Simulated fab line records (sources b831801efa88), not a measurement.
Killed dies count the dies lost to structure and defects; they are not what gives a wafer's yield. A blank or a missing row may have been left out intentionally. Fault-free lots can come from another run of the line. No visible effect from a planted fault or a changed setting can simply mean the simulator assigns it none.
Which tool was responsible?	flow gf180mcu	at 1 step of a route of 602, 12 lots with 36 wafers sampled

== WHAT EACH GAUGE READ, for each wafer ==
GF_NSD_TW_MEAS_12.
lot	measured	on	NSD_TW
L075	day 13 23:17	film metro-03	4192 4196 4188
L077	day 14 05:50	film metro-04	4206 4226 4221
L080	day 15 10:28	film metro-04	4225 4213 4221
L081	day 15 19:53	film metro-04	4210 4223 4235
L083	day 16 14:28	film metro-03	4218 4203 4202
L085	day 17 05:07	film metro-04	4247 4261 4255
L087	day 17 20:56	film metro-04	4253 4251 4258
L089	day 18 10:46	film metro-03	4203 4195 4201
L091	day 19 03:53	film metro-04	4249 4241 4247
L093	day 19 21:07	film metro-01	4187 4209 4165
L095	day 20 13:26	film metro-01	4247 4247 4231
L097	day 21 05:52	film metro-01	4224 4234 4235

== TOOL THAT RAN EACH LOT (tool first, then ch and the chambers of the sampled wafers, then the start) ==
No process step before these readings appears in the record.

== THE ANSWER, worked out from the rows above alone ==
Rule: the lots themselves supply what counts as usual. Put in order of their means at a reading, lots are off if they are a third of the lots or fewer, leave a main group of 4 or more, and stand apart from it by a gap of 3 or more times the standard deviation of the main group's means; of several such gaps the widest counts. A main group whose means are all the same, to the digits that the tables above print for the reading, isn't used. A lot without any number at a reading at which 4 lots or more have one is off too. Any other lot the step has rows for is counted as sound.
None of the lots is off at any reading shown; this tells nothing.

== WHAT THE SIMULATOR HAD PUT IN ==
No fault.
